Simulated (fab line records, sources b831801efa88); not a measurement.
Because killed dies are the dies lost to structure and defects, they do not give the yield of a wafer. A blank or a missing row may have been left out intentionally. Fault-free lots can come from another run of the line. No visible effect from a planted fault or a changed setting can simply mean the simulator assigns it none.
fab line records | flow gf180mcu | part 2 of 2: steps 33 to 41 of 41
record lots=5 wafers=15 last-day=32
route steps=602 shown M1@319 V1@335
lots that met no fault: taken from a fault-free run of the same line
start-h: the number of hours between the record's first day and the start of the first shown wafer of the lot | wait-h: hours from the lot's prior step to this one | " identical to the entry in the row above | L1.1+2: a row that stands for several wafers | - no value present, or no start provided | * or withheld: withheld | < > ~ a bound
route shown NAME@n: names a module that has steps shown in the file, with the first one's number in the route | usual: average and standard deviation across the fault-free wafers | same: alike in all rows | chamber/n: place in a boat | sites: each site's reading | _std_site: how widely they spread, as a standard deviation | _edge_site: outer sites' mean less inner sites' | radius-mm: how far each site lies from the wafer's centre | mask NAME#n: copy n | behind: the last tool/chamber to shape the wafer | hold: why the lot was held/for how many hours/how that ended | device: the n, p or np transistor that did not switch | end of line: the route-end tests of the same wafers | step lacking rows: just its recipe | killed: the dies lost at the first sort to structure and to defects; this is not the yield of the wafer | map: per-die view of a wafer (x killed, . not killed, _ where there is no die)
set.NAME: the run value of the setting; set.NAME@STEP: its run value at that earlier step | model.NAME: the simulator's own value behind a step, which no gauge read
certain route steps with their lots: each step a table, each wafer a row
services: the hour from which a tool's chamber was out of use, counted from the record's first day as start-h (under 0 if before that day), plus the number of hours and why
## steps
# step GF_V1_ETCH_16
# recipe chemistry=N2/H2 target-depth-a=withheld overetch-a=withheld time-s=withheld target=BARC ion-energy-ev=200 source-w=500 bias-w=100 pressure-mtorr=30 n2-flow-sccm=100 h2-flow-sccm=200
# usual drypump-motor-current-A=5.9/0.37 oes-product-au=0.856/0.0045 rf-fwd-power-W=494.9/2 throttle-valve-pct=13.224/0.0093
# columns lot.wafer tool chamber start-h wait-h drypump-motor-current-A oes-product-au rf-fwd-power-W throttle-valve-pct
L076.3 rie-diel-04 3 442.75 0.0 5.4 0.856 494.6 13.245
L076.5 " 3 " " 5.4 0.860 496.1 13.219
L076.6 " 0 " " 5.6 0.855 492.8 13.227
L077.1 rie-diel-04 0 446.20 0.0 5.6 0.857 493.1 13.211
L077.4 " 2 " " 6.5 0.856 492.2 13.236
L077.6 " 3 " " 5.4 0.844 494.3 13.238
L083.2 rie-diel-04 1 499.10 0.0 6.2 0.855 496.7 13.227
L083.3 " 2 " " 6.5 0.859 496.0 13.228
L083.5 " 2 " " 6.5 0.857 496.0 13.200
L089.1 rie-diel-04 0 547.84 0.0 5.6 0.861 491.9 13.223
L089.2 " 1 " " 6.2 0.856 497.9 13.222
L089.5 " 1 " " 6.2 0.857 498.2 13.222
L090.2 rie-diel-04 1 550.76 0.0 6.2 0.851 493.3 13.228
L090.3 " 0 " " 5.6 0.852 494.4 13.228
L090.4 " 3 " " 5.4 0.853 494.6 13.221
# step GF_V1_ETCH_17
# recipe chemistry=C4F8/O2/Ar mask-material=KrF target=SiO2 stop-on=TiN source-w=1500 bias-w=1200 pressure-mtorr=40 c4f8-flow-sccm=withheld O2_flow_sccm=6 Ar_flow_sccm=300 time-s=withheld target-depth-a=6300
# usual oes-product-au=0.856/0.0044 rf-fwd-power-W=1493/5.7
# columns lot.wafer tool chamber start-h wait-h oes-product-au rf-fwd-power-W
L076.3 rie-diel-04 3 - - 0.857 1495
L076.5 " 3 " " 0.864 1498
L076.6 " 0 " " 0.856 1485
L077.1 rie-diel-04 0 - - 0.849 1491
L077.4 " 2 " " 0.851 1499
L077.6 " 3 " " 0.858 1495
L083.2 rie-diel-04 1 - - 0.861 1491
L083.3 " 2 " " 0.858 1493
L083.5 " 2 " " 0.857 1494
L089.1 rie-diel-04 0 - - 0.854 1491
L089.2 " 1 " " 0.851 1495
L089.5 " 1 " " 0.863 1491
L090.2 rie-diel-04 1 - - 0.856 1500
L090.3 " 0 " " 0.852 1484
L090.4 " 3 " " 0.855 1485
# step GF_V1_STRIP_18
# recipe chemistry=O2/N2 power-w=1400 pressure-mtorr=1500 platen-temp-c=250 o2-flow-sccm=3000 n2-flow-sccm=300 overash-fraction=0.5
# usual drypump-motor-current-A=5.8/0.58 heater-power-w=326/22 oes-product-au=0.592/0.0048
# columns lot.wafer tool chamber start-h wait-h drypump-motor-current-A heater-power-w oes-product-au rf-hours-counter-h
L076.3 plasma-asher-02 0 442.91 - 5.3 335 0.592 -
L076.5 " 1 " " 6.5 301 0.606 -
L076.6 " 0 " " 5.3 325 0.583 -
L077.1 plasma-asher-04 1 446.33 - 5.5 297 0.589 34
L077.4 " 0 " " 5.2 307 0.591 -
L077.6 " 1 " " 5.6 309 0.586 -
L083.2 plasma-asher-04 1 499.23 - 5.6 302 0.598 39
L083.3 " 1 " " 5.6 296 0.589 -
L083.5 " 0 " " 5.2 331 0.595 -
L089.1 plasma-asher-02 1 547.97 - 6.6 308 0.592 90
L089.2 " 0 " " 5.3 341 0.597 90
L089.5 " 0 " " 5.3 337 0.596 -
L090.2 plasma-asher-02 0 550.89 - 5.3 332 0.585 90
L090.3 " 1 " " 6.6 293 0.591 -
L090.4 " 0 " " 5.3 331 0.591 -
# step GF_V1_STRIP_19
# recipe chemistry=post-etch-residue-remover time-s=1200 temp-c=72.5
# same time-s=1200
# columns lot.wafer tool chamber start-h wait-h
L076.3+5+6 wet-bench-03 1 442.97 0.0
L077.1+4+6 wet-bench-03 3 446.43 0.1
L083.2+3+5 wet-bench-03 2 499.33 0.1
L089.1+2+5 wet-bench-03 0 548.07 0.1
L090.2+3+4 wet-bench-03 1 550.99 0.1
# step GF_V1_CLEAN_20
# recipe chemistry=DIW dry=n2-spin
# columns lot.wafer tool chamber start-h wait-h
L076.3+5+6 wet-bench-04 0 443.32 0.0
L077.1+4+6 wet-bench-02 3 446.77 0.0
L083.2+3+5 wet-bench-04 1 499.67 0.0
L089.1+2+5 wet-bench-02 0 548.45 0.0
L090.2+3+4 wet-bench-02 2 551.36 0.0
# step GF_V1_SPUTTER_21
# recipe material=Ti target-thk-nm=15 chamber-pressure-pa=5 power-w=2500 substrate-temp-c=200 time-s=80.02
# usual substrate-temp-c=200.01/0.17 throttle-valve-pct=30.2/0.86
# same time-s=80.02
# columns lot.wafer tool chamber start-h wait-h substrate-temp-c throttle-valve-pct
L076.3 pvd-sputter-02 - 443.41 0.0 200.18 30.3
L076.5 " - " " 199.83 31.3
L076.6 " - " " 200.19 30.4
L077.1 pvd-sputter-02 - 446.86 0.0 199.96 28.6
L077.4 " - " " 199.90 31.5
L077.6 " - " " 200.02 30.6
L083.2 pvd-sputter-02 - 499.87 0.0 200.15 31.6
L083.3 " - " " 199.82 30.3
L083.5 " - " " 200.07 28.4
L089.1 pvd-sputter-01 - 548.55 0.0 200.11 30.2
L089.2 " - " " 199.88 30.4
L089.5 " - " " 199.71 30.1
L090.2 pvd-sputter-04 - 551.45 0.0 199.68 29.5
L090.3 " - " " 200.16 29.8
L090.4 " - " " 200.16 30.0
# step GF_V1_SPUTTER_22
# recipe material=TiN target-thk-nm=10 chamber-pressure-pa=5 power-w=4000 time-s=40
# usual throttle-valve-pct=30.2/0.86
# same time-s=40
# columns lot.wafer tool chamber start-h wait-h throttle-valve-pct
L076.3 pvd-sputter-02 - 443.47 0.0 30.6
L076.5 " - " " 31.3
L076.6 " - " " 30.6
L077.1 pvd-sputter-02 - 446.93 0.0 28.6
L077.4 " - " " 31.4
L077.6 " - " " 30.5
L083.2 pvd-sputter-02 - 499.93 0.0 31.5
L083.3 " - " " 30.3
L083.5 " - " " 28.6
L089.1 pvd-sputter-01 - 548.61 0.0 30.1
L089.2 " - " " 30.5
L089.5 " - " " 30.4
L090.2 pvd-sputter-04 - 551.52 0.0 29.3
L090.3 " - " " 29.6
L090.4 " - " " 30.2
# step GF_V1_CVD_23
# recipe material=W target-thk-nm=350 time-s=105.05 temp-c=400 pressure-torr=40
# usual heater-power-w=843/110
# same time-s=105.05
# columns lot.wafer tool chamber start-h wait-h heater-power-w
L076.3 cvd-w-01 1 443.55 0.1 866
L076.5 " 1 " " 878
L076.6 " 0 " " 837
L077.1 cvd-w-01 0 446.96 0.0 834
L077.4 " 0 " " 853
L077.6 " 0 " " 813
L083.2 cvd-w-02 1 499.97 0.0 978
L083.3 " 1 " " 957
L083.5 " 1 " " 961
L089.1 cvd-w-01 1 548.65 0.0 863
L089.2 " 1 " " 884
L089.5 " 1 " " 851
L090.2 cvd-w-02 1 551.55 0.0 962
L090.3 " 0 " " 695
L090.4 " 1 " " 954
# step GF_V1_RS_MEAS_24
# recipe thk-meas-gauge=four-point-probe reads=W_of_V1_CVD_23+TiN_of_V1_SPUTTER_22+Ti_of_V1_SPUTTER_21
# usual V1_W_RS=0.329/0.0042
# columns lot.wafer tool chamber start-h wait-h V1_W_RS[ohm/sq]
L076.3 film-metro-04 - 443.66 0.1 0.333
L076.5 " - " " 0.334
L076.6 " - " " 0.338
L077.1 film-metro-04 - 447.19 0.2 0.334
L077.4 " - " " 0.340
L077.6 " - " " 0.334
L083.2 film-metro-03 - 500.10 0.1 0.330
L083.3 " - " " 0.330
L083.5 " - " " 0.328
L089.1 film-metro-04 - 548.87 0.2 0.327
L089.2 " - " " 0.330
L089.5 " - " " 0.331
L090.2 film-metro-02 - 551.69 0.1 0.324
L090.3 " - " " 0.331
L090.4 " - " " 0.325
## services
# columns tool chamber start-h hours kind
plasma-asher-02 - 386.26 0.7 repair
rie-diel-04 0 387.88 18.2 repair
krf-scanner-01 - 388.87 1.3 pm
cvd-w-01 - 390.00 14.0 pm
pvd-sputter-02 - 391.55 3.8 repair
pvd-sputter-01 - 396.55 3.5 repair
krf-scanner-02 - 403.95 0.8 pm
krf-scanner-02 - 416.09 0.5 repair
krf-scanner-02 - 431.64 1.0 repair
krf-scanner-02 - 432.99 4.0 pm
pvd-sputter-01 - 438.45 2.2 repair
krf-scanner-01 - 448.88 4.0 pm
rie-diel-04 - 451.30 0.4 repair
krf-scanner-02 - 464.24 1.3 pm
krf-scanner-01 - 471.48 0.2 repair
krf-scanner-01 - 476.12 1.0 pm
krf-scanner-01 - 478.46 0.8 pm
krf-scanner-02 - 497.38 1.0 pm
plasma-asher-02 - 498.95 1.2 repair
rie-diel-04 3 509.49 5.6 repair
plasma-asher-02 - 509.87 2.8 pm
krf-scanner-02 - 510.49 3.1 repair
krf-scanner-01 - 536.21 3.0 pm
krf-scanner-01 - 539.34 8.0 repair
